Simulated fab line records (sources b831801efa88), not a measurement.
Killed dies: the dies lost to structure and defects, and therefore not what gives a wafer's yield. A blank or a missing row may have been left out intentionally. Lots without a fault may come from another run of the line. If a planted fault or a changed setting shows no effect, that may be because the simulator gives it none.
Chamber matching    flow gf180mcu    GF_STI_ETCH_13 on rieDiel-04: 4 sister chambers
The step etches the open film in CHF3/O2, stops on Si, target depth 282.31 nm, time 112.9 s. 14 wafers are shown with their chamber, then 7 later ones without.

## WAFERS WITH THEIR CHAMBER
wafer   chamber  drypumpMotorCurrentA (A)  oesProductAu (a.u.)  throttleValvePct (%)
L645.1  0        5.3                       0.849                8.809
L645.2  2        6.6                       0.846                8.820
L645.3  1        5.4                       0.837                8.800
L650.1  3        5.8                       0.829                8.819
L650.3  2        6.6                       0.829                8.812
L650.6  0        5.3                       0.838                8.825
L651.2  3        5.8                       0.833                8.806
L651.3  0        5.3                       0.827                8.798
L651.4  2        6.6                       0.832                8.806
L653.3  1        5.4                       0.833                8.821
L653.4  0        5.3                       0.832                8.805
L653.5  1        5.4                       0.823                8.805
L654.3  2        6.6                       0.829                8.804
L654.5  3        5.7                       0.830                8.815

SIGNATURES (averages over the wafers above)
reading               chamber 0  chamber 1  chamber 2  chamber 3  scatter within a chamber
drypumpMotorCurrentA  5.300      5.400      6.600      5.767      0.0258
oesProductAu          0.83650    0.83100    0.83400    0.83067    0.00761
throttleValvePct      8.80925    8.80867    8.81050    8.81333    0.00937
Rule: for each reading, subtract the chamber's mean from the wafer's reading, divide by that reading's scatter and square the result; add these up over the readings and take the root, which gives the wafer's distance from the chamber. If the next closest chamber is less than 2 further off than the closest, the wafer can't be placed; otherwise it belongs to the closest. The scatter: take each reading less its chamber's mean, square it, sum over the shown wafers, divide by the number of wafers less the number of chambers, and take the root.

## WAFERS WHOSE CHAMBER IS MISSING
wafer   drypumpMotorCurrentA (A)  oesProductAu (a.u.)  throttleValvePct (%)
L654.6  5.3                       0.837                8.815
L656.1  5.4                       0.829                8.798
L656.2  5.3                       0.837                8.821
L656.5  5.4                       0.827                8.801
L664.3  5.8                       0.830                8.817
L664.4  6.6                       0.838                8.820
L664.5  5.4                       0.837                8.824

## EACH ONE'S CHAMBER
wafer   from the rows above  in truth
L654.6  0                    0
L656.1  1                    1
L656.2  0                    0
L656.5  1                    1
L664.3  3                    3
L664.4  2                    2
L664.5  1                    1
7 of 7 placed correctly. Left unplaced by these rows: 0. Wrongly placed: 0.
